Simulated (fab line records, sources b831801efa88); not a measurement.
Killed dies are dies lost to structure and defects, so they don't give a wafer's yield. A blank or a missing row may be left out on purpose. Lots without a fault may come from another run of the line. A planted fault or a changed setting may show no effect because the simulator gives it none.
fab line records | flow sfq_line
record lots=5 wafers=15 last_day=78
route steps=325 shown M1@65 I1@73
lots that met no fault: from a run of the same line without faults
start_h: hours from the record's first day to the start of the lot's first wafer shown | wait_h: hours since the lot's step before | " the same as in the row above | L1.1+2: a row that stands for several wafers | - no value, or no start given | * or withheld: withheld | < > ~ a bound
route shown NAME@n: a module of which the file shows steps, and the number in the route of the first | usual: mean/standard deviation of fault-free wafers | same: alike in all rows | chamber/n: place in a boat | sites: the reading at each site | _std_site: their standard deviation | _edge_site: outer sites' mean less inner sites' | radius_mm: how far each site lies from the wafer's centre | mask NAME#n: copy n | behind: the tool/chamber that last shaped the wafer | hold: why the lot was held/for how many hours/how that ended | device: the transistor (n, p or np) that didn't switch | end of line: the same wafers' tests at the end of the route | a step without rows: its recipe alone | killed: dies lost to structure and defects at the first sort, not the wafer's yield | map: a wafer's dies, x killed, . not, _ none there
set.NAME: the setting as run; set.NAME@STEP: as run at that earlier step | model.NAME: the simulator's own value behind a step, which no gauge read
lots at some steps of the route; a table a step, a row a wafer
services: from which hour (start_h, from the record's first day; less than 0 if before it) a tool's chamber was out of use, for how many hours, and why
## steps
# step SFQ_TRILAYER_M1_LITHO_EXPOSE_040
# recipe mask_id=M1 na=0.6 source_shape=conventional sigma_outer=0.65 target_cd_nm=500 dose_mj=14.4
# step SFQ_TRILAYER_M1_LITHO_PEB_042
# recipe peb_temp_c=115 peb_time_s=60 resist=KrF
# step SFQ_TRILAYER_M1_LITHO_DEVELOP_041
# recipe time_s=60 resist=KrF
# step SFQ_M1_OVL_MEAS_911
# usual M1_OVL=0/5.6
# columns lot.wafer tool chamber start_h wait_h M1_OVL[nm]
L800.1 overlay-01 - 354.98 0.1 6
L800.2 " - " " 8
L800.4 " - " " 18
L802.3 overlay-02 - 374.19 0.1 -5
L802.4 " - " " -3
L802.5 " - " " 2
L812.1 overlay-01 - 446.93 0.1 9
L812.3 " - " " 1
L812.5 " - " " 10
L814.2 overlay-02 - 458.94 0.1 1
L814.3 " - " " -2
L814.6 " - " " -4
L816.1 overlay-02 - 476.03 0.1 3
L816.2 " - " " -1
L816.5 " - " " -3
# step SFQ_TRILAYER_M1_BARC_OPEN_METAL_ETCH_054
# recipe mask_material=PR chemistry=O2 target_depth_nm=125 target=BARC icp_w=600 bias_w=80 pressure_mtorr=10 time_s=41.7
# usual drypump_motor_current_A=6.17/0.28 oes_product_au=0.685/0.004
# columns lot.wafer tool chamber start_h wait_h drypump_motor_current_A oes_product_au rf_hours_counter_h
L800.1 rie_metal-03 0 355.02 0.0 5.90 0.686 52
L800.2 " 1 " " 6.57 0.677 11
L800.4 " 0 " " 5.89 0.683 -
L802.3 rie_metal-04 0 374.24 0.0 5.80 0.685 -
L802.4 " 1 " " 6.06 0.683 -
L802.5 " 0 " " 5.84 0.679 -
L812.1 rie_metal-03 1 446.97 0.0 6.60 0.689 26
L812.3 " 1 " " 6.62 0.683 -
L812.5 " 1 " " 6.61 0.686 -
L814.2 rie_metal-01 0 458.97 0.0 6.17 0.686 77
L814.3 " 0 " " 6.20 0.685 -
L814.6 " 1 " " 6.33 0.691 -
L816.1 rie_metal-04 0 476.07 0.0 5.82 0.682 68
L816.2 " 1 " " 6.09 0.683 102
L816.5 " 0 " " 5.86 0.685 -
# step SFQ_TRILAYER_M1_ETCH_METAL_ETCH_042
# recipe target=Nb stop_on=SiO2 mask_material=PR chemistry=Cl2/Ar target_depth_nm=240 icp_w=600 bias_w=80 pressure_mtorr=10 time_s=120
# usual drypump_motor_current_A=6.17/0.28 oes_product_au=0.889/0.01
# columns lot.wafer tool chamber start_h wait_h drypump_motor_current_A oes_product_au rf_hours_counter_h
L800.1 rie_metal-03 0 355.08 0.0 5.93 0.891 52
L800.2 " 1 " " 6.58 0.880 11
L800.4 " 0 " " 5.92 0.880 -
L802.3 rie_metal-04 0 374.32 0.1 5.80 0.883 -
L802.4 " 1 " " 6.08 0.888 -
L802.5 " 0 " " 5.83 0.896 -
L812.1 rie_metal-03 1 447.03 0.0 6.62 0.884 26
L812.3 " 1 " " 6.60 0.885 -
L812.5 " 1 " " 6.61 0.884 -
L814.2 rie_metal-01 0 459.03 0.0 6.25 0.886 77
L814.3 " 0 " " 6.21 0.888 -
L814.6 " 1 " " 6.34 0.898 -
L816.1 rie_metal-04 0 476.13 0.0 5.83 0.891 68
L816.2 " 1 " " 6.10 0.888 102
L816.5 " 0 " " 5.84 0.892 -
# step SFQ_TRILAYER_M1_STRIP_STRIP_043
# recipe gas=O2 power_w=200 platen_temp_c=40 overash_fraction=0.65 chemistry=O2 pressure_mtorr=50
# usual drypump_motor_current_A=6.17/0.28 oes_product_au=0.994/0.0086
# columns lot.wafer tool chamber start_h wait_h drypump_motor_current_A oes_product_au rf_hours_counter_h
L800.1 rie_metal-03 0 355.20 0.1 5.92 0.991 52
L800.2 " 1 " " 6.60 0.976 11
L800.4 " 0 " " 5.92 0.994 -
L802.3 rie_metal-04 0 374.60 0.2 5.83 0.993 -
L802.4 " 1 " " 6.08 1.002 -
L802.5 " 0 " " 5.82 0.991 -
L812.1 rie_metal-03 1 447.15 0.1 6.57 0.997 26
L812.3 " 1 " " 6.63 0.991 -
L812.5 " 1 " " 6.61 0.996 -
L814.2 rie_metal-01 0 459.15 0.1 6.22 1.006 77
L814.3 " 0 " " 6.17 0.981 -
L814.6 " 1 " " 6.29 0.988 -
L816.1 rie_metal-04 0 476.25 0.1 5.85 0.993 68
L816.2 " 1 " " 6.10 0.999 102
L816.5 " 0 " " 5.84 0.988 -
# step SFQ_TRILAYER_M1_STRIP_SOLV_CLEAN_044
# recipe chemistry=NMP temp_c=70 time_s=600
# step SFQ_TRILAYER_I1_DEP_PECVD_045
# recipe material=SiO2 temp_c=150 time_s=111.11 pressure_torr=2.4 rf_w=183.3 precursor=SiH4/N2O target_thk_nm=500
# usual heater_power_w=83/11 throttle_valve_pct=25.5/1.7
# columns lot.wafer tool chamber start_h wait_h heater_power_w throttle_valve_pct
L800.1 pecvd-04 1 355.99 0.0 76 23.9
L800.2 " 2 " " 98 25.2
L800.4 " 0 " " 89 26.5
L802.3 pecvd-01 2 375.18 0.0 81 25.3
L802.4 " 1 " " 83 23.4
L802.5 " 2 " " 66 25.0
L812.1 pecvd-01 0 447.93 0.0 78 26.1
L812.3 " 2 " " 80 25.3
L812.5 " 0 " " 80 26.2
L814.2 pecvd-03 1 459.93 0.0 95 27.0
L814.3 " 0 " " 82 23.4
L814.6 " 2 " " 73 28.6
L816.1 pecvd-03 2 477.04 0.0 68 28.6
L816.2 " 0 " " 82 23.3
L816.5 " 1 " " 102 27.1
# step SFQ_TRILAYER_I1_CMP_CMP_046
# recipe material=SiO2 down_force_psi=3 platen_rpm=60 pad_velocity_m_s=0.94248
# step SFQ_I1_BOW_MEAS_912
# recipe mode=bow
# usual I1_BOW=1/7.9
# columns lot.wafer tool chamber start_h wait_h I1_BOW[um]
L800.1 film_metro-01 - 364.00 1.5 12
L800.2 " - " " 0
L800.4 " - " " -11
L802.3 film_metro-01 - 379.04 1.5 -6
L802.4 " - " " -4
L802.5 " - " " -3
L812.1 film_metro-02 - 452.20 1.5 5
L812.3 " - " " 4
L812.5 " - " " 2
L814.2 film_metro-04 - 463.02 1.5 -3
L814.3 " - " " -14
L814.6 " - " " 0
L816.1 film_metro-02 - 480.12 2.0 -9
L816.2 " - " " -3
L816.5 " - " " -6
# step SFQ_TRILAYER_I1_METRO_MEASURE_047
# step SFQ_TRILAYER_I1_VIA_LITHO_COAT_054
# recipe resist=BARC spin_rpm=3000 resist_thk_nm=62
# columns lot.wafer tool chamber start_h wait_h model.BARC_of_TRILAYER_I1_VIA_LITHO_COAT_054.thk_nm
L800.1 litho_track-03 0 365.32 1.0 61.96
L800.2 " 0 " " 61.93
L800.4 " 0 " " 62.08
L802.3 litho_track-01 0 380.42 0.7 62.44
L802.4 " 0 " " 62.26
L802.5 " 0 " " 65.97
L812.1 litho_track-03 0 453.52 1.0 62
L812.3 " 0 " " 62.11
L812.5 " 0 " " 61.98
L814.2 litho_track-03 0 464.37 0.8 61.91
L814.3 " 0 " " 62.21
L814.6 " 0 " " 62.28
L816.1 litho_track-01 0 481.44 1.0 61.94
L816.2 " 0 " " 61.91
L816.5 " 0 " " 62.05
# step SFQ_TRILAYER_I1_VIA_LITHO_COAT_049
# recipe resist=KrF spin_rpm=3000 resist_thk_nm=650
# step SFQ_TRILAYER_I1_VIA_LITHO_SOFTBAKE_053
# recipe temp_c=withheld time_s=withheld resist=KrF
# step SFQ_TRILAYER_I1_VIA_LITHO_EXPOSE_050
# recipe mask_id=I1 na=0.6 source_shape=conventional sigma_outer=0.65 target_cd_nm=500 dose_mj=21.3
# step SFQ_TRILAYER_I1_VIA_LITHO_PEB_052
# recipe peb_temp_c=115 peb_time_s=60 resist=KrF
# step SFQ_TRILAYER_I1_VIA_LITHO_DEVELOP_051
# recipe time_s=60 resist=KrF
# step SFQ_I1_OVL_MEAS_913
# usual I1_OVL=2/5.4
# columns lot.wafer tool chamber start_h wait_h I1_OVL[nm]
L800.1 overlay-02 - 450.05 0.1 -2
L800.2 " - " " 2
L800.4 " - " " 0
L802.3 overlay-02 - 469.26 0.1 -9
L802.4 " - " " -2
L802.5 " - " " -4
L812.1 overlay-01 - 548.71 0.1 2
L812.3 " - " " 2
L812.5 " - " " -1
L814.2 overlay-01 - 562.92 0.1 9
L814.3 " - " " 6
L814.6 " - " " 6
L816.1 overlay-02 - 576.11 0.1 -2
L816.2 " - " " -1
L816.5 " - " " -2
# step SFQ_TRILAYER_I1_VIA_BARC_OPEN_VIA_ETCH_071
# recipe mask_material=PR chemistry=O2 target_depth_nm=125 target=BARC source_w=500 bias_w=80 pressure_mtorr=30 time_s=41.7
# usual drypump_motor_current_A=6.0/0.53 oes_product_au=0.685/0.0048
# columns lot.wafer tool chamber start_h wait_h drypump_motor_current_A oes_product_au rf_hours_counter_h model.etch.depth_nm
L800.1 rie_diel-02 3 450.09 0.0 6.8 0.690 35 61.96
L800.2 " 1 " " 5.5 0.675 9 61.93
L800.4 " 0 " " 5.6 0.680 1 62.08
L802.3 rie_diel-04 0 469.29 0.0 6.2 0.685 9 62.44
L802.4 " 2 " " 6.7 0.680 13 62.26
L802.5 " 1 " " 5.6 0.699 - 65.97
L812.1 rie_diel-04 2 548.75 0.0 6.7 0.684 14 62
L812.3 " 0 " " 6.2 0.690 11 62.11
L812.5 " 3 " " 5.8 0.681 - 61.98
L814.2 rie_diel-02 3 562.95 0.0 6.7 0.684 37 61.91
L814.3 " 1 " " 5.5 0.686 11 62.21
L814.6 " 2 " " 5.8 0.685 - 62.28
L816.1 rie_diel-02 1 576.15 0.0 5.5 0.678 11 61.94
L816.2 " 3 " " 6.8 0.687 38 61.91
L816.5 " 0 " " 5.6 0.676 - 62.05
# step SFQ_TRILAYER_I1_VIA_ETCH_VIA_ETCH_052
# recipe target=SiO2 stop_on=Nb mask_material=PR taper_deg=20 chemistry=CHF3 target_depth_nm=260 source_w=500 bias_w=80 pressure_mtorr=30 time_s=withheld
# usual drypump_motor_current_A=6.0/0.52 oes_product_au=0.854/0.0057
# columns lot.wafer tool chamber start_h wait_h drypump_motor_current_A oes_product_au
L800.1 rie_diel-02 3 450.13 0.0 6.8 0.855
L800.2 " 1 " " 5.5 0.841
L800.4 " 0 " " 5.6 0.846
L802.3 rie_diel-04 0 469.33 0.0 6.2 0.858
L802.4 " 2 " " 6.7 0.853
L802.5 " 1 " " 5.7 0.857
L812.1 rie_diel-04 2 548.79 0.0 6.6 0.851
L812.3 " 0 " " 6.2 0.855
L812.5 " 3 " " 5.7 0.853
L814.2 rie_diel-02 3 562.99 0.0 6.8 0.848
L814.3 " 1 " " 5.5 0.848
L814.6 " 2 " " 5.8 0.846
L816.1 rie_diel-02 1 576.19 0.0 5.5 0.855
L816.2 " 3 " " 6.8 0.862
L816.5 " 0 " " 5.6 0.854
## services
# columns tool chamber start_h hours kind
pecvd-03 2 347.79 13.0 repair
rie_metal-03 - 355.80 14.6 pm
rie_diel-02 0 357.42 - clean
rie_metal-01 1 359.49 5.3 repair
pecvd-03 0 369.39 4.7 repair
pecvd-03 - 389.35 1.0 repair
rie_diel-02 2 401.20 1.6 repair
rie_diel-04 2 410.16 2.3 repair
rie_diel-02 0 413.35 8.6 repair
pecvd-01 2 418.32 25.2 repair
rie_diel-04 2 424.38 11.9 repair
pecvd-04 - 430.32 0.8 repair
pecvd-04 2 456.84 4.6 repair
pecvd-03 - 474.81 0.7 repair
pecvd-03 2 478.25 9.1 repair
pecvd-03 - 482.47 1.1 repair
pecvd-03 0 499.02 5.2 repair
pecvd-01 2 499.33 29.9 repair
pecvd-04 - 500.39 2.8 pm
rie_diel-04 1 503.05 5.0 repair
rie_diel-02 - 505.15 2.8 pm
pecvd-04 - 541.22 0.7 repair
pecvd-03 - 553.56 4.3 pm
pecvd-03 - 563.75 14.0 pm
## key
first_sign none at tools or gauges
model_effect step=SFQ_TRILAYER_I1_VIA_LITHO_COAT_054 value=BARC_of_TRILAYER_I1_VIA_LITHO_COAT_054.thk_nm without=62.21 struck=65.97
model_effect step=SFQ_TRILAYER_I1_VIA_BARC_OPEN_VIA_ETCH_071 value=etch.depth_nm without=62.21 struck=65.97
met_at SFQ_TRILAYER_I1_VIA_LITHO_COAT_054
struck_wafers L802.5
fault kind=process_parameter_drift tool=litho_track-01 chamber=- onset_h=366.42 steps=SFQ_TRILAYER_I1_VIA_LITHO_COAT_054 channel=resist_thk_nm offset=3.7469 shape=step end_h=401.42 scope=struck_wafers_only acts_in=these_recipes_only stated=62
